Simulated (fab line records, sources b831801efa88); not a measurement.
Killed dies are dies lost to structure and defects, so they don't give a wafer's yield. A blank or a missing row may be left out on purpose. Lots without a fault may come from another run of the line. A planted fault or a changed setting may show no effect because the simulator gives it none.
Which tool did it? | flow gf180mcu | 6 lots, 18 wafers sampled, at 1 step of a route of 602

WHAT THE GAUGES READ, wafer by wafer
GF_M4_CD_MEAS_14: target cd 280 nm.
lot  | measured     | on        | cd_nm (nm)
L426 | day 24 04:38 | cd_sem-01 | 280.1 280.2 280.0
L428 | day 25 00:03 | cd_sem-02 | 280.0 278.4 279.0
L434 | day 26 22:02 | cd_sem-01 | 279.5 279.8 279.8
L440 | day 28 17:26 | cd_sem-02 | 280.7 279.9 281.2
L443 | day 29 09:52 | cd_sem-01 | 278.4 277.8 278.9
L445 | day 29 22:11 | cd_sem-01 | 278.3 277.4 278.4

WHICH TOOL RAN EACH LOT (tool, then ch and the chambers of the sampled wafers, then the start)
The record holds no process step before these readings.

THE ANSWER, worked out from the rows above alone
Rule: what is usual is taken from the lots themselves. Put in order of their means at a reading, lots are off if they are a third of the lots or fewer, leave a main group of 4 or more, and stand apart from it by a gap of 3 or more times the standard deviation of the main group's means; of several such gaps the widest counts. A main group whose means are all the same, to the digits that the tables above print for the reading, isn't used. A lot without any number at a reading at which 4 lots or more have one is off too. The other lots that the step has rows for count as sound.
No lot is off at any reading shown: from this, nothing can be told.

WHAT THE SIMULATOR HAD PUT IN
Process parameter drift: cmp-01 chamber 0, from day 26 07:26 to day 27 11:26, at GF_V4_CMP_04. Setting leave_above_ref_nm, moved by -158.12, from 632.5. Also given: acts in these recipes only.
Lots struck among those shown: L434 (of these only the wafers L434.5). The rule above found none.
